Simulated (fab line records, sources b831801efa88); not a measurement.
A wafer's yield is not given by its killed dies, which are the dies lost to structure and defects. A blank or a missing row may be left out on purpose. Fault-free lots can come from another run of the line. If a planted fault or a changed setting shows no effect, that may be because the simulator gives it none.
fab line records / flow sky130
record lots=14 wafers=42 last_day=50
route steps=708 shown POLY_GATE@227 LDD_P@263 LDD_HVN@274
lots untouched by any fault: they come from a run of this same line in which no faults occurred
start_h: start of the lot's first displayed wafer, in hours after the record's first day / wait_h: hours elapsed since this lot's preceding step / " repeats the value in the row above / L1.1+2: several wafers, shown together as one row / - no value, or no start was given / * or withheld: withheld / < > ~ a bound
route shown NAME@n: names a module that has steps shown in the file, with the first one's number in the route / usual: the fault-free wafers' mean and standard deviation / same: alike in all rows / chamber/n: place in a boat / sites: readings site by site / _std_site: how widely they spread, as a standard deviation / _edge_site: inner sites' mean taken away from outer sites' mean / radius_mm: how far each site lies from the wafer's centre / mask NAME#n: copy n / behind: the tool/chamber that last shaped the wafer / hold: why the lot was held/for how many hours/how that ended / device: names the non-switching transistor (n, p or np) / end of line: tests of these same wafers at the route's end / a step with no rows: only its recipe / killed: dies that structure and defects cost at the first sort, which is not the same as the wafer's yield / map: per-die view of a wafer (x killed, . not killed, _ where there is no die)
set.NAME: the run value of the setting; set.NAME@STEP: its run value at that earlier step / model.NAME: the simulator's own value behind a step, which no gauge read
steps of the route over a sample of lots; a table a step, a row a wafer
services: a tool's chamber out of use, with start hour (start_h, from the record's first day; less than 0 if before it), hours out, and reason
## steps
# step SKY_POLY_GATE_CD_MEAS_13
# recipe target_cd_nm=150
# usual cd_nm=149.9/0.99
lot.wafer=L430.1 tool=cd_sem-01 chamber=- start_h=372.97 wait_h=- cd_nm=148.8
lot.wafer=L430.4 tool=cd_sem-01 chamber=- start_h=372.97 wait_h=- cd_nm=148.3
lot.wafer=L430.6 tool=cd_sem-01 chamber=- start_h=372.97 wait_h=- cd_nm=148.1
lot.wafer=L432.1 tool=cd_sem-02 chamber=- start_h=389.32 wait_h=- cd_nm=149.0
lot.wafer=L432.2 tool=cd_sem-02 chamber=- start_h=389.32 wait_h=- cd_nm=150.2
lot.wafer=L432.6 tool=cd_sem-02 chamber=- start_h=389.32 wait_h=- cd_nm=149.1
lot.wafer=L433.1 tool=cd_sem-02 chamber=- start_h=396.57 wait_h=- cd_nm=150.8
lot.wafer=L433.2 tool=cd_sem-02 chamber=- start_h=396.57 wait_h=- cd_nm=150.3
lot.wafer=L433.4 tool=cd_sem-02 chamber=- start_h=396.57 wait_h=- cd_nm=150.5
lot.wafer=L434.1 tool=cd_sem-01 chamber=- start_h=406.72 wait_h=- cd_nm=149.6
lot.wafer=L434.5 tool=cd_sem-01 chamber=- start_h=406.72 wait_h=- cd_nm=149.7
lot.wafer=L434.6 tool=cd_sem-01 chamber=- start_h=406.72 wait_h=- cd_nm=150.1
lot.wafer=L436.1 tool=cd_sem-02 chamber=- start_h=420.58 wait_h=- cd_nm=149.3
lot.wafer=L436.2 tool=cd_sem-02 chamber=- start_h=420.58 wait_h=- cd_nm=150.1
lot.wafer=L436.5 tool=cd_sem-02 chamber=- start_h=420.58 wait_h=- cd_nm=150.5
lot.wafer=L437.1 tool=cd_sem-02 chamber=- start_h=430.52 wait_h=- cd_nm=148.5
lot.wafer=L437.3 tool=cd_sem-02 chamber=- start_h=430.52 wait_h=- cd_nm=149.1
lot.wafer=L437.4 tool=cd_sem-02 chamber=- start_h=430.52 wait_h=- cd_nm=149.1
lot.wafer=L439.2 tool=cd_sem-01 chamber=- start_h=449.30 wait_h=- cd_nm=149.6
lot.wafer=L439.3 tool=cd_sem-01 chamber=- start_h=449.30 wait_h=- cd_nm=150.6
lot.wafer=L439.4 tool=cd_sem-01 chamber=- start_h=449.30 wait_h=- cd_nm=151.2
lot.wafer=L440.1 tool=cd_sem-01 chamber=- start_h=460.33 wait_h=- cd_nm=150.0
lot.wafer=L440.3 tool=cd_sem-01 chamber=- start_h=460.33 wait_h=- cd_nm=152.0
lot.wafer=L440.4 tool=cd_sem-01 chamber=- start_h=460.33 wait_h=- cd_nm=150.7
lot.wafer=L441.2 tool=cd_sem-02 chamber=- start_h=467.25 wait_h=- cd_nm=151.2
lot.wafer=L441.4 tool=cd_sem-02 chamber=- start_h=467.25 wait_h=- cd_nm=149.7
lot.wafer=L441.5 tool=cd_sem-02 chamber=- start_h=467.25 wait_h=- cd_nm=151.1
lot.wafer=L442.1 tool=cd_sem-01 chamber=- start_h=479.93 wait_h=- cd_nm=150.3
lot.wafer=L442.3 tool=cd_sem-01 chamber=- start_h=479.93 wait_h=- cd_nm=149.1
lot.wafer=L442.4 tool=cd_sem-01 chamber=- start_h=479.93 wait_h=- cd_nm=151.3
lot.wafer=L449.2 tool=cd_sem-01 chamber=- start_h=537.50 wait_h=- cd_nm=149.0
lot.wafer=L449.3 tool=cd_sem-01 chamber=- start_h=537.50 wait_h=- cd_nm=149.3
lot.wafer=L449.5 tool=cd_sem-01 chamber=- start_h=537.50 wait_h=- cd_nm=150.7
lot.wafer=L451.1 tool=cd_sem-02 chamber=- start_h=554.38 wait_h=- cd_nm=149.5
lot.wafer=L451.2 tool=cd_sem-02 chamber=- start_h=554.38 wait_h=- cd_nm=150.5
lot.wafer=L451.5 tool=cd_sem-02 chamber=- start_h=554.38 wait_h=- cd_nm=150.2
lot.wafer=L452.3 tool=cd_sem-02 chamber=- start_h=560.61 wait_h=- cd_nm=152.0
lot.wafer=L452.4 tool=cd_sem-02 chamber=- start_h=560.61 wait_h=- cd_nm=151.8
lot.wafer=L452.5 tool=cd_sem-02 chamber=- start_h=560.61 wait_h=- cd_nm=151.5
lot.wafer=L453.2 tool=cd_sem-02 chamber=- start_h=564.04 wait_h=- cd_nm=150.9
lot.wafer=L453.3 tool=cd_sem-02 chamber=- start_h=564.04 wait_h=- cd_nm=151.0
lot.wafer=L453.4 tool=cd_sem-02 chamber=- start_h=564.04 wait_h=- cd_nm=150.0
# step SKY_LDD_P_OVL_MEAS_08
# usual LDD_P_OVL=0.1/1.5
lot.wafer=L430.1 tool=overlay-02 chamber=- start_h=436.40 wait_h=0.1 LDD_P_OVL[nm]=-0.4
lot.wafer=L430.4 tool=overlay-02 chamber=- start_h=436.40 wait_h=0.1 LDD_P_OVL[nm]=-1.5
lot.wafer=L430.6 tool=overlay-02 chamber=- start_h=436.40 wait_h=0.1 LDD_P_OVL[nm]=-1.7
lot.wafer=L432.1 tool=overlay-02 chamber=- start_h=453.65 wait_h=0.1 LDD_P_OVL[nm]=-0.2
lot.wafer=L432.2 tool=overlay-02 chamber=- start_h=453.65 wait_h=0.1 LDD_P_OVL[nm]=0.5
lot.wafer=L432.6 tool=overlay-02 chamber=- start_h=453.65 wait_h=0.1 LDD_P_OVL[nm]=-0.6
lot.wafer=L433.1 tool=overlay-02 chamber=- start_h=463.80 wait_h=0.1 LDD_P_OVL[nm]=-0.6
lot.wafer=L433.2 tool=overlay-02 chamber=- start_h=463.80 wait_h=0.1 LDD_P_OVL[nm]=0.0
lot.wafer=L433.4 tool=overlay-02 chamber=- start_h=463.80 wait_h=0.1 LDD_P_OVL[nm]=-0.2
lot.wafer=L434.1 tool=overlay-01 chamber=- start_h=475.30 wait_h=0.1 LDD_P_OVL[nm]=-2.5
lot.wafer=L434.5 tool=overlay-01 chamber=- start_h=475.30 wait_h=0.1 LDD_P_OVL[nm]=-2.2
lot.wafer=L434.6 tool=overlay-01 chamber=- start_h=475.30 wait_h=0.1 LDD_P_OVL[nm]=-5.0
lot.wafer=L436.1 tool=overlay-02 chamber=- start_h=487.65 wait_h=0.1 LDD_P_OVL[nm]=-0.2
lot.wafer=L436.2 tool=overlay-02 chamber=- start_h=487.65 wait_h=0.1 LDD_P_OVL[nm]=-0.2
lot.wafer=L436.5 tool=overlay-02 chamber=- start_h=487.65 wait_h=0.1 LDD_P_OVL[nm]=0.8
lot.wafer=L437.1 tool=overlay-01 chamber=- start_h=496.42 wait_h=0.1 LDD_P_OVL[nm]=-1.7
lot.wafer=L437.3 tool=overlay-01 chamber=- start_h=496.42 wait_h=0.1 LDD_P_OVL[nm]=1.4
lot.wafer=L437.4 tool=overlay-01 chamber=- start_h=496.42 wait_h=0.1 LDD_P_OVL[nm]=-0.7
lot.wafer=L439.2 tool=overlay-01 chamber=- start_h=515.55 wait_h=0.1 LDD_P_OVL[nm]=-0.1
lot.wafer=L439.3 tool=overlay-01 chamber=- start_h=515.55 wait_h=0.1 LDD_P_OVL[nm]=-1.6
lot.wafer=L439.4 tool=overlay-01 chamber=- start_h=515.55 wait_h=0.1 LDD_P_OVL[nm]=0.1
lot.wafer=L440.1 tool=overlay-01 chamber=- start_h=525.35 wait_h=0.1 LDD_P_OVL[nm]=2.1
lot.wafer=L440.3 tool=overlay-01 chamber=- start_h=525.35 wait_h=0.1 LDD_P_OVL[nm]=0.6
lot.wafer=L440.4 tool=overlay-01 chamber=- start_h=525.35 wait_h=0.1 LDD_P_OVL[nm]=1.3
lot.wafer=L441.2 tool=overlay-01 chamber=- start_h=533.30 wait_h=0.1 LDD_P_OVL[nm]=2.2
lot.wafer=L441.4 tool=overlay-01 chamber=- start_h=533.30 wait_h=0.1 LDD_P_OVL[nm]=0.3
lot.wafer=L441.5 tool=overlay-01 chamber=- start_h=533.30 wait_h=0.1 LDD_P_OVL[nm]=1.3
lot.wafer=L442.1 tool=overlay-01 chamber=- start_h=543.49 wait_h=0.1 LDD_P_OVL[nm]=-1.4
lot.wafer=L442.3 tool=overlay-01 chamber=- start_h=543.49 wait_h=0.1 LDD_P_OVL[nm]=0.7
lot.wafer=L442.4 tool=overlay-01 chamber=- start_h=543.49 wait_h=0.1 LDD_P_OVL[nm]=2.1
lot.wafer=L449.2 tool=overlay-01 chamber=- start_h=600.92 wait_h=0.1 LDD_P_OVL[nm]=-2.1
lot.wafer=L449.3 tool=overlay-01 chamber=- start_h=600.92 wait_h=0.1 LDD_P_OVL[nm]=-0.2
lot.wafer=L449.5 tool=overlay-01 chamber=- start_h=600.92 wait_h=0.1 LDD_P_OVL[nm]=-1.1
lot.wafer=L451.1 tool=overlay-01 chamber=- start_h=616.40 wait_h=0.1 LDD_P_OVL[nm]=-1.4
lot.wafer=L451.2 tool=overlay-01 chamber=- start_h=616.40 wait_h=0.1 LDD_P_OVL[nm]=-2.2
lot.wafer=L451.5 tool=overlay-01 chamber=- start_h=616.40 wait_h=0.1 LDD_P_OVL[nm]=-1.8
lot.wafer=L452.3 tool=overlay-02 chamber=- start_h=622.76 wait_h=0.1 LDD_P_OVL[nm]=1.5
lot.wafer=L452.4 tool=overlay-02 chamber=- start_h=622.76 wait_h=0.1 LDD_P_OVL[nm]=-0.8
lot.wafer=L452.5 tool=overlay-02 chamber=- start_h=622.76 wait_h=0.1 LDD_P_OVL[nm]=1.1
lot.wafer=L453.2 tool=overlay-02 chamber=- start_h=624.65 wait_h=0.1 LDD_P_OVL[nm]=-1.0
lot.wafer=L453.3 tool=overlay-02 chamber=- start_h=624.65 wait_h=0.1 LDD_P_OVL[nm]=0.7
lot.wafer=L453.4 tool=overlay-02 chamber=- start_h=624.65 wait_h=0.1 LDD_P_OVL[nm]=0.2
# step SKY_LDD_HVN_OVL_MEAS_07
# usual LDD_HVN_OVL=0.4/1.4
lot.wafer=L430.1 tool=overlay-02 chamber=- start_h=466.92 wait_h=0.1 LDD_HVN_OVL[nm]=-1.2
lot.wafer=L430.4 tool=overlay-02 chamber=- start_h=466.92 wait_h=0.1 LDD_HVN_OVL[nm]=-0.9
lot.wafer=L430.6 tool=overlay-02 chamber=- start_h=466.92 wait_h=0.1 LDD_HVN_OVL[nm]=-0.9
lot.wafer=L432.1 tool=overlay-02 chamber=- start_h=484.07 wait_h=0.1 LDD_HVN_OVL[nm]=-0.9
lot.wafer=L432.2 tool=overlay-02 chamber=- start_h=484.07 wait_h=0.1 LDD_HVN_OVL[nm]=0.6
lot.wafer=L432.6 tool=overlay-02 chamber=- start_h=484.07 wait_h=0.1 LDD_HVN_OVL[nm]=-1.0
lot.wafer=L433.1 tool=overlay-01 chamber=- start_h=495.18 wait_h=0.1 LDD_HVN_OVL[nm]=0.5
lot.wafer=L433.2 tool=overlay-01 chamber=- start_h=495.18 wait_h=0.1 LDD_HVN_OVL[nm]=1.0
lot.wafer=L433.4 tool=overlay-01 chamber=- start_h=495.18 wait_h=0.1 LDD_HVN_OVL[nm]=-0.8
lot.wafer=L434.1 tool=overlay-01 chamber=- start_h=506.22 wait_h=0.1 LDD_HVN_OVL[nm]=-0.2
lot.wafer=L434.5 tool=overlay-01 chamber=- start_h=506.22 wait_h=0.1 LDD_HVN_OVL[nm]=1.4
lot.wafer=L434.6 tool=overlay-01 chamber=- start_h=506.22 wait_h=0.1 LDD_HVN_OVL[nm]=0.2
lot.wafer=L436.1 tool=overlay-01 chamber=- start_h=517.57 wait_h=0.1 LDD_HVN_OVL[nm]=-0.6
lot.wafer=L436.2 tool=overlay-01 chamber=- start_h=517.57 wait_h=0.1 LDD_HVN_OVL[nm]=-1.8
lot.wafer=L436.5 tool=overlay-01 chamber=- start_h=517.57 wait_h=0.1 LDD_HVN_OVL[nm]=-1.0
lot.wafer=L437.1 tool=overlay-01 chamber=- start_h=526.67 wait_h=0.1 LDD_HVN_OVL[nm]=-0.7
lot.wafer=L437.3 tool=overlay-01 chamber=- start_h=526.67 wait_h=0.1 LDD_HVN_OVL[nm]=1.0
lot.wafer=L437.4 tool=overlay-01 chamber=- start_h=526.67 wait_h=0.1 LDD_HVN_OVL[nm]=1.0
lot.wafer=L439.2 tool=overlay-01 chamber=- start_h=545.97 wait_h=0.1 LDD_HVN_OVL[nm]=-0.6
lot.wafer=L439.3 tool=overlay-01 chamber=- start_h=545.97 wait_h=0.1 LDD_HVN_OVL[nm]=-0.2
lot.wafer=L439.4 tool=overlay-01 chamber=- start_h=545.97 wait_h=0.1 LDD_HVN_OVL[nm]=-0.5
lot.wafer=L440.1 tool=overlay-02 chamber=- start_h=555.57 wait_h=0.1 LDD_HVN_OVL[nm]=0.3
lot.wafer=L440.3 tool=overlay-02 chamber=- start_h=555.57 wait_h=0.1 LDD_HVN_OVL[nm]=1.2
lot.wafer=L440.4 tool=overlay-02 chamber=- start_h=555.57 wait_h=0.1 LDD_HVN_OVL[nm]=-1.4
lot.wafer=L441.2 tool=overlay-01 chamber=- start_h=563.07 wait_h=0.1 LDD_HVN_OVL[nm]=0.8
lot.wafer=L441.4 tool=overlay-01 chamber=- start_h=563.07 wait_h=0.1 LDD_HVN_OVL[nm]=0.4
lot.wafer=L441.5 tool=overlay-01 chamber=- start_h=563.07 wait_h=0.1 LDD_HVN_OVL[nm]=0.8
lot.wafer=L442.1 tool=overlay-01 chamber=- start_h=573.67 wait_h=0.1 LDD_HVN_OVL[nm]=1.0
lot.wafer=L442.3 tool=overlay-01 chamber=- start_h=573.67 wait_h=0.1 LDD_HVN_OVL[nm]=-0.1
lot.wafer=L442.4 tool=overlay-01 chamber=- start_h=573.67 wait_h=0.1 LDD_HVN_OVL[nm]=0.8
lot.wafer=L449.2 tool=overlay-02 chamber=- start_h=630.17 wait_h=0.1 LDD_HVN_OVL[nm]=0.3
lot.wafer=L449.3 tool=overlay-02 chamber=- start_h=630.17 wait_h=0.1 LDD_HVN_OVL[nm]=-1.7
lot.wafer=L449.5 tool=overlay-02 chamber=- start_h=630.17 wait_h=0.1 LDD_HVN_OVL[nm]=-1.4
lot.wafer=L451.1 tool=overlay-01 chamber=- start_h=645.13 wait_h=0.1 LDD_HVN_OVL[nm]=1.1
lot.wafer=L451.2 tool=overlay-01 chamber=- start_h=645.13 wait_h=0.1 LDD_HVN_OVL[nm]=1.3
lot.wafer=L451.5 tool=overlay-01 chamber=- start_h=645.13 wait_h=0.1 LDD_HVN_OVL[nm]=0.0
lot.wafer=L452.3 tool=overlay-02 chamber=- start_h=651.03 wait_h=0.1 LDD_HVN_OVL[nm]=-0.2
lot.wafer=L452.4 tool=overlay-02 chamber=- start_h=651.03 wait_h=0.1 LDD_HVN_OVL[nm]=1.4
lot.wafer=L452.5 tool=overlay-02 chamber=- start_h=651.03 wait_h=0.1 LDD_HVN_OVL[nm]=1.4
lot.wafer=L453.2 tool=overlay-01 chamber=- start_h=653.77 wait_h=0.1 LDD_HVN_OVL[nm]=1.5
lot.wafer=L453.3 tool=overlay-01 chamber=- start_h=653.77 wait_h=0.1 LDD_HVN_OVL[nm]=-0.9
lot.wafer=L453.4 tool=overlay-01 chamber=- start_h=653.77 wait_h=0.1 LDD_HVN_OVL[nm]=0.4
# step SKY_LDD_HVN_IMPLANT_08
# recipe species=P energy_kev=60 dose_cm2=3e+13 tilt_deg=40
# usual beam_energy_keV=60.002/0.022
lot.wafer=L430.1 tool=implanter-03 chamber=0 start_h=466.96 wait_h=0.0 beam_energy_keV=59.951
lot.wafer=L430.4 tool=implanter-03 chamber=0 start_h=466.96 wait_h=0.0 beam_energy_keV=59.967
lot.wafer=L430.6 tool=implanter-03 chamber=0 start_h=466.96 wait_h=0.0 beam_energy_keV=59.967
lot.wafer=L432.1 tool=implanter-03 chamber=0 start_h=484.10 wait_h=0.0 beam_energy_keV=59.983
lot.wafer=L432.2 tool=implanter-03 chamber=0 start_h=484.10 wait_h=0.0 beam_energy_keV=59.978
lot.wafer=L432.6 tool=implanter-03 chamber=0 start_h=484.10 wait_h=0.0 beam_energy_keV=60.001
lot.wafer=L433.1 tool=implanter-04 chamber=0 start_h=495.21 wait_h=0.0 beam_energy_keV=60.016
lot.wafer=L433.2 tool=implanter-04 chamber=0 start_h=495.21 wait_h=0.0 beam_energy_keV=59.992
lot.wafer=L433.4 tool=implanter-04 chamber=0 start_h=495.21 wait_h=0.0 beam_energy_keV=60.010
lot.wafer=L434.1 tool=implanter-03 chamber=0 start_h=506.25 wait_h=0.0 beam_energy_keV=60.004
lot.wafer=L434.5 tool=implanter-03 chamber=0 start_h=506.25 wait_h=0.0 beam_energy_keV=60.032
lot.wafer=L434.6 tool=implanter-03 chamber=0 start_h=506.25 wait_h=0.0 beam_energy_keV=59.996
lot.wafer=L436.1 tool=implanter-03 chamber=0 start_h=517.60 wait_h=0.0 beam_energy_keV=60.009
lot.wafer=L436.2 tool=implanter-03 chamber=0 start_h=517.60 wait_h=0.0 beam_energy_keV=60.044
lot.wafer=L436.5 tool=implanter-03 chamber=0 start_h=517.60 wait_h=0.0 beam_energy_keV=60.028
lot.wafer=L437.1 tool=implanter-04 chamber=0 start_h=526.71 wait_h=0.0 beam_energy_keV=59.970
lot.wafer=L437.3 tool=implanter-04 chamber=0 start_h=526.71 wait_h=0.0 beam_energy_keV=59.989
lot.wafer=L437.4 tool=implanter-04 chamber=0 start_h=526.71 wait_h=0.0 beam_energy_keV=59.960
lot.wafer=L439.2 tool=implanter-01 chamber=0 start_h=546.03 wait_h=0.0 beam_energy_keV=60.011
lot.wafer=L439.3 tool=implanter-01 chamber=0 start_h=546.03 wait_h=0.0 beam_energy_keV=59.966
lot.wafer=L439.4 tool=implanter-01 chamber=0 start_h=546.03 wait_h=0.0 beam_energy_keV=59.989
lot.wafer=L440.1 tool=implanter-04 chamber=0 start_h=555.60 wait_h=0.0 beam_energy_keV=60.031
lot.wafer=L440.3 tool=implanter-04 chamber=0 start_h=555.60 wait_h=0.0 beam_energy_keV=59.986
lot.wafer=L440.4 tool=implanter-04 chamber=0 start_h=555.60 wait_h=0.0 beam_energy_keV=60.001
lot.wafer=L441.2 tool=implanter-04 chamber=0 start_h=563.13 wait_h=0.0 beam_energy_keV=72.740
lot.wafer=L441.4 tool=implanter-04 chamber=0 start_h=563.13 wait_h=0.0 beam_energy_keV=72.769
lot.wafer=L441.5 tool=implanter-04 chamber=0 start_h=563.13 wait_h=0.0 beam_energy_keV=72.735
lot.wafer=L442.1 tool=implanter-04 chamber=0 start_h=573.70 wait_h=0.0 beam_energy_keV=72.760
lot.wafer=L442.3 tool=implanter-04 chamber=0 start_h=573.70 wait_h=0.0 beam_energy_keV=72.753
lot.wafer=L442.4 tool=implanter-04 chamber=0 start_h=573.70 wait_h=0.0 beam_energy_keV=72.734
lot.wafer=L449.2 tool=implanter-04 chamber=0 start_h=630.23 wait_h=0.0 beam_energy_keV=59.998
lot.wafer=L449.3 tool=implanter-04 chamber=0 start_h=630.23 wait_h=0.0 beam_energy_keV=59.997
lot.wafer=L449.5 tool=implanter-04 chamber=0 start_h=630.23 wait_h=0.0 beam_energy_keV=59.981
lot.wafer=L451.1 tool=implanter-04 chamber=0 start_h=645.16 wait_h=0.0 beam_energy_keV=60.025
lot.wafer=L451.2 tool=implanter-04 chamber=0 start_h=645.16 wait_h=0.0 beam_energy_keV=60.012
lot.wafer=L451.5 tool=implanter-04 chamber=0 start_h=645.16 wait_h=0.0 beam_energy_keV=60.007
lot.wafer=L452.3 tool=implanter-03 chamber=0 start_h=651.10 wait_h=0.1 beam_energy_keV=60.016
lot.wafer=L452.4 tool=implanter-03 chamber=0 start_h=651.10 wait_h=0.1 beam_energy_keV=60.014
lot.wafer=L452.5 tool=implanter-03 chamber=0 start_h=651.10 wait_h=0.1 beam_energy_keV=60.017
lot.wafer=L453.2 tool=implanter-04 chamber=0 start_h=653.83 wait_h=0.0 beam_energy_keV=60.010
lot.wafer=L453.3 tool=implanter-04 chamber=0 start_h=653.83 wait_h=0.0 beam_energy_keV=60.009
lot.wafer=L453.4 tool=implanter-04 chamber=0 start_h=653.83 wait_h=0.0 beam_energy_keV=60.010
# step SKY_LDD_HVN_TW_MEAS_10
# usual LDD_HVN_TW=1439/8.4
lot.wafer=L430.1 tool=film_metro-04 chamber=- start_h=467.21 wait_h=0.1 LDD_HVN_TW=1454
lot.wafer=L430.4 tool=film_metro-04 chamber=- start_h=467.21 wait_h=0.1 LDD_HVN_TW=1445
lot.wafer=L430.6 tool=film_metro-04 chamber=- start_h=467.21 wait_h=0.1 LDD_HVN_TW=1444
lot.wafer=L432.1 tool=film_metro-02 chamber=- start_h=484.35 wait_h=0.1 LDD_HVN_TW=1427
lot.wafer=L432.2 tool=film_metro-02 chamber=- start_h=484.35 wait_h=0.1 LDD_HVN_TW=1433
lot.wafer=L432.6 tool=film_metro-02 chamber=- start_h=484.35 wait_h=0.1 LDD_HVN_TW=1438
lot.wafer=L433.1 tool=film_metro-04 chamber=- start_h=495.46 wait_h=0.1 LDD_HVN_TW=1449
lot.wafer=L433.2 tool=film_metro-04 chamber=- start_h=495.46 wait_h=0.1 LDD_HVN_TW=1439
lot.wafer=L433.4 tool=film_metro-04 chamber=- start_h=495.46 wait_h=0.1 LDD_HVN_TW=1454
lot.wafer=L434.1 tool=film_metro-04 chamber=- start_h=506.50 wait_h=0.1 LDD_HVN_TW=1461
lot.wafer=L434.5 tool=film_metro-04 chamber=- start_h=506.50 wait_h=0.1 LDD_HVN_TW=1445
lot.wafer=L434.6 tool=film_metro-04 chamber=- start_h=506.50 wait_h=0.1 LDD_HVN_TW=1463
lot.wafer=L436.1 tool=film_metro-02 chamber=- start_h=517.85 wait_h=0.1 LDD_HVN_TW=1436
lot.wafer=L436.2 tool=film_metro-02 chamber=- start_h=517.85 wait_h=0.1 LDD_HVN_TW=1440
lot.wafer=L436.5 tool=film_metro-02 chamber=- start_h=517.85 wait_h=0.1 LDD_HVN_TW=1438
lot.wafer=L437.1 tool=film_metro-03 chamber=- start_h=526.96 wait_h=0.1 LDD_HVN_TW=1430
lot.wafer=L437.3 tool=film_metro-03 chamber=- start_h=526.96 wait_h=0.1 LDD_HVN_TW=1438
lot.wafer=L437.4 tool=film_metro-03 chamber=- start_h=526.96 wait_h=0.1 LDD_HVN_TW=1432
lot.wafer=L439.2 tool=film_metro-04 chamber=- start_h=546.26 wait_h=0.1 LDD_HVN_TW=1444
lot.wafer=L439.3 tool=film_metro-04 chamber=- start_h=546.26 wait_h=0.1 LDD_HVN_TW=1449
lot.wafer=L439.4 tool=film_metro-04 chamber=- start_h=546.26 wait_h=0.1 LDD_HVN_TW=1440
lot.wafer=L440.1 tool=film_metro-03 chamber=- start_h=555.85 wait_h=0.1 LDD_HVN_TW=1441
lot.wafer=L440.3 tool=film_metro-03 chamber=- start_h=555.85 wait_h=0.1 LDD_HVN_TW=1428
lot.wafer=L440.4 tool=film_metro-03 chamber=- start_h=555.85 wait_h=0.1 LDD_HVN_TW=1425
lot.wafer=L441.2 tool=film_metro-02 chamber=- start_h=563.36 wait_h=0.1 LDD_HVN_TW=1510
lot.wafer=L441.4 tool=film_metro-02 chamber=- start_h=563.36 wait_h=0.1 LDD_HVN_TW=1508
lot.wafer=L441.5 tool=film_metro-02 chamber=- start_h=563.36 wait_h=0.1 LDD_HVN_TW=1512
lot.wafer=L442.1 tool=film_metro-04 chamber=- start_h=573.95 wait_h=0.1 LDD_HVN_TW=1517
lot.wafer=L442.3 tool=film_metro-04 chamber=- start_h=573.95 wait_h=0.1 LDD_HVN_TW=1524
lot.wafer=L442.4 tool=film_metro-04 chamber=- start_h=573.95 wait_h=0.1 LDD_HVN_TW=1516
lot.wafer=L449.2 tool=film_metro-02 chamber=- start_h=630.46 wait_h=0.1 LDD_HVN_TW=1441
lot.wafer=L449.3 tool=film_metro-02 chamber=- start_h=630.46 wait_h=0.1 LDD_HVN_TW=1435
lot.wafer=L449.5 tool=film_metro-02 chamber=- start_h=630.46 wait_h=0.1 LDD_HVN_TW=1441
lot.wafer=L451.1 tool=film_metro-02 chamber=- start_h=645.41 wait_h=0.1 LDD_HVN_TW=1437
lot.wafer=L451.2 tool=film_metro-02 chamber=- start_h=645.41 wait_h=0.1 LDD_HVN_TW=1433
lot.wafer=L451.5 tool=film_metro-02 chamber=- start_h=645.41 wait_h=0.1 LDD_HVN_TW=1437
lot.wafer=L452.3 tool=film_metro-03 chamber=- start_h=651.32 wait_h=0.1 LDD_HVN_TW=1433
lot.wafer=L452.4 tool=film_metro-03 chamber=- start_h=651.32 wait_h=0.1 LDD_HVN_TW=1433
lot.wafer=L452.5 tool=film_metro-03 chamber=- start_h=651.32 wait_h=0.1 LDD_HVN_TW=1439
lot.wafer=L453.2 tool=film_metro-02 chamber=- start_h=654.06 wait_h=0.1 LDD_HVN_TW=1429
lot.wafer=L453.3 tool=film_metro-02 chamber=- start_h=654.06 wait_h=0.1 LDD_HVN_TW=1430
lot.wafer=L453.4 tool=film_metro-02 chamber=- start_h=654.06 wait_h=0.1 LDD_HVN_TW=1430
## services
tool=implanter-03 chamber=- start_h=487.83 hours=4.0 kind=repair
tool=implanter-01 chamber=- start_h=504.81 hours=2.8 kind=pm
tool=implanter-01 chamber=- start_h=555.45 hours=2.3 kind=repair
tool=implanter-03 chamber=- start_h=616.89 hours=2.8 kind=repair
tool=implanter-03 chamber=- start_h=630.31 hours=3.2 kind=repair
## key
first_sign step=SKY_LDD_HVN_IMPLANT_08 reading=beam_energy_keV direction=up sigmas=99+ usual=* struck=*
effect step=SKY_LDD_HVN_TW_MEAS_10 reading=LDD_HVN_TW direction=up sigmas=9 usual=1439 struck=1514
met_at SKY_LDD_HVN_IMPLANT_08
struck_lots L441,L442
tester_left_out L441,L442
not_acting_at SKY_POLY_GATE_CD_MEAS_13,SKY_LDD_P_OVL_MEAS_08,SKY_LDD_HVN_OVL_MEAS_07
onset_between 555.60 563.13
fault kind=process_parameter_drift tool=implanter-04 chamber=- onset_h=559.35 steps=SKY_LDD_HVN_IMPLANT_08 channel=energy_kev offset=* shape=step end_h=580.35 acts_in=* stated=*
# tester_left_out: of these lots the tester's yield and bins aren't shown, on N5 and GAA mostly nor the transistor test; their killed dies are dies lost to structure and defects alone, not to doping, threshold or leakage, so they don't give the yield
